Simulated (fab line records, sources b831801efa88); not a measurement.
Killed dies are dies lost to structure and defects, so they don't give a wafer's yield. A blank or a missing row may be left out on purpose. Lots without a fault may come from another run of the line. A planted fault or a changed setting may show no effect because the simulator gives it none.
Tool commonality check | flow gf180mcu | 13 lots, 39 wafers sampled

WHY IT WAS OPENED
At GF_STI_CD_MEAS_12 the reading cd_nm is flagged on 1 of 13 lots. Wafers without a fault read 220.1 nm, standard deviation 1.2.
Rule: a lot is flagged when every wafer of it that has a number lies more than 4 standard deviations from that mean, or none has a number. The other lots count as sound.

lot  | measured    | on        | cd_nm (nm), wafer by wafer | flag
L768 | day 2 01:42 | cd_sem-02 | 221.5 221.3 222.0          |
L772 | day 2 22:00 | cd_sem-01 | 219.9 219.5 219.7          |
L774 | day 3 08:14 | cd_sem-01 | 219.4 221.4 220.6          |
L775 | day 3 12:31 | cd_sem-02 | 219.8 218.8 219.5          |
L777 | day 3 23:11 | cd_sem-01 | 218.0 218.9 217.2          |
L778 | day 4 06:22 | cd_sem-02 | 219.6 219.8 219.3          |
L783 | day 5 12:07 | cd_sem-01 | 176.3 176.9 176.7          | FLAGGED
L784 | day 5 12:27 | cd_sem-02 | 219.5 219.1 218.5          |
L787 | day 6 02:41 | cd_sem-01 | 220.7 221.2 221.9          |
L788 | day 6 08:11 | cd_sem-02 | 218.1 219.5 218.8          |
L789 | day 6 14:25 | cd_sem-02 | 219.8 220.2 219.8          |
L790 | day 6 18:59 | cd_sem-02 | 219.6 218.1 217.8          |
L791 | day 7 00:09 | cd_sem-02 | 220.5 221.0 220.9          |
The numbers of the flagged lots are 176.6 nm on average: -43.5 nm against the usual, or -36 standard deviations.

WHICH TOOL RAN EACH LOT
The record holds 1 process step before the reading, out of a route of 602 steps. In each cell: the tool, then ch and the chambers that the sampled wafers went through, then the start.
lot  | flag    | GF_STI_EXPOSE_09
L768 |         | krf_scanner-02 ch 0, day 1 19:35
L772 |         | krf_scanner-02 ch 0, day 2 15:35
L774 |         | krf_scanner-02 ch 0, day 3 02:11
L775 |         | krf_scanner-01 ch 0, day 3 06:20
L777 |         | krf_scanner-01 ch 0, day 3 17:13
L778 |         | krf_scanner-02 ch 0, day 3 23:57
L783 | FLAGGED | krf_scanner-02 ch 0, day 5 04:25
L784 |         | krf_scanner-01 ch 0, day 5 04:46
L787 |         | krf_scanner-02 ch 0, day 5 19:51
L788 |         | krf_scanner-02 ch 0, day 6 00:50
L789 |         | krf_scanner-02 ch 0, day 6 07:01
L790 |         | krf_scanner-02 ch 0, day 6 11:41
L791 |         | krf_scanner-02 ch 0, day 6 16:21
What these steps do:
- GF_STI_EXPOSE_09: exposes mask COMP, target cd 220 nm.
- GF_STI_CD_MEAS_12: target cd 220 nm.

FLAGGED OVER TOTAL, TOOL BY TOOL (the gauges that took the reading come last)
step              | tool           | lots run | flagged | share of the flagged lots | sound lots run after its first flagged lot
GF_STI_EXPOSE_09  | krf_scanner-01 | 3        | 0       | none                      | -
GF_STI_EXPOSE_09  | krf_scanner-02 | 10       | 1       | all                       | 5 (L787,L788,L789,L790,L791)
GF_STI_CD_MEAS_12 | cd_sem-01      | 5        | 1       | all                       | 1 (L787)
GF_STI_CD_MEAS_12 | cd_sem-02      | 8        | 0       | none                      | -

WHAT THE TABLE ALLOWS
2 rows of the table ran every flagged lot: krf_scanner-02 at GF_STI_EXPOSE_09, cd_sem-01 at GF_STI_CD_MEAS_12.
- krf_scanner-02 at GF_STI_EXPOSE_09: 1 of its 10 lots flagged. Sound lots ran on it after the first flagged one (L787, L788, L789, L790, L791), which a lasting fault on the whole tool wouldn't allow.
- cd_sem-01 at GF_STI_CD_MEAS_12: 1 of its 5 lots flagged. Sound lots ran on it after the first flagged one (L787), which a lasting fault on the whole tool wouldn't allow.
No row of the table ran every flagged lot and no sound lot after the first.

WHAT THE SIMULATOR HAD PUT IN
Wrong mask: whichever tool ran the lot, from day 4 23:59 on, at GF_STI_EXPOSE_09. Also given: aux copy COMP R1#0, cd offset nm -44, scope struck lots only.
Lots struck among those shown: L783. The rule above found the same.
